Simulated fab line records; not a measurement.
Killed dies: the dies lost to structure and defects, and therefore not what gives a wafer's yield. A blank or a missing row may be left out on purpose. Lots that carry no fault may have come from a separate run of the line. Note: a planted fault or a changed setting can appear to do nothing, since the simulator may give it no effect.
Matching of chambers ; flow sky130 ; 4 sister chambers for SKY_VIA3_ETCH_14 on rie diel-03
The step etches BARC in N2/H2, stops on SiO2, time 45.9 s, target depth 60 nm. 8 wafers are shown with their chamber, then 11 later ones without.

WAFERS PAIRED WITH THEIR CHAMBERS
wafer;chamber;drypump motor current A (A);oes product au (a.u.)
L086.6;1;6.0;0.847
L090.1;0;5.6;0.852
L090.4;3;5.4;0.857
L090.6;3;5.4;0.864
L091.1;0;5.6;0.859
L091.2;2;6.6;0.863
L091.4;1;6.0;0.850
L093.3;2;6.7;0.856

WAFERS WITH NO CHAMBER GIVEN
wafer;drypump motor current A (A);oes product au (a.u.)
L093.4;5.6;0.846
L093.6;6.0;0.851
L097.1;6.7;0.853
L097.2;5.4;0.849
L097.3;6.0;0.857
L097.4;5.6;0.848
L097.5;6.7;0.856
L097.6;6.0;0.852
L096.1;6.6;0.852
L096.2;5.6;0.854
L096.3;6.1;0.845

EACH ONE'S CHAMBER
wafer;from the rows above;in truth
L093.4;0;0
L093.6;1;1
L097.1;2;2
L097.2;3;3
L097.3;1;1
L097.4;0;0
L097.5;2;2
L097.6;1;1
L096.1;2;2
L096.2;0;0
L096.3;1;1
11 of 11 placed correctly. From these rows, 0 cannot be placed. 0 placed wrongly.
How it was worked out, from the rows above alone: a wafer's distance from a chamber is the root of the sum, over the readings, of the square of ((its reading less the chamber's mean) divided by the reading's scatter). If the next closest chamber is less than 2 further off than the closest, the wafer can't be placed; otherwise it belongs to the closest. For every chamber, the mean is computed from those of its wafers that are shown. How the scatter is found: for the shown wafers, subtract from each reading the mean of its chamber, square and add these, divide the total by (wafers less chambers), then take the root.
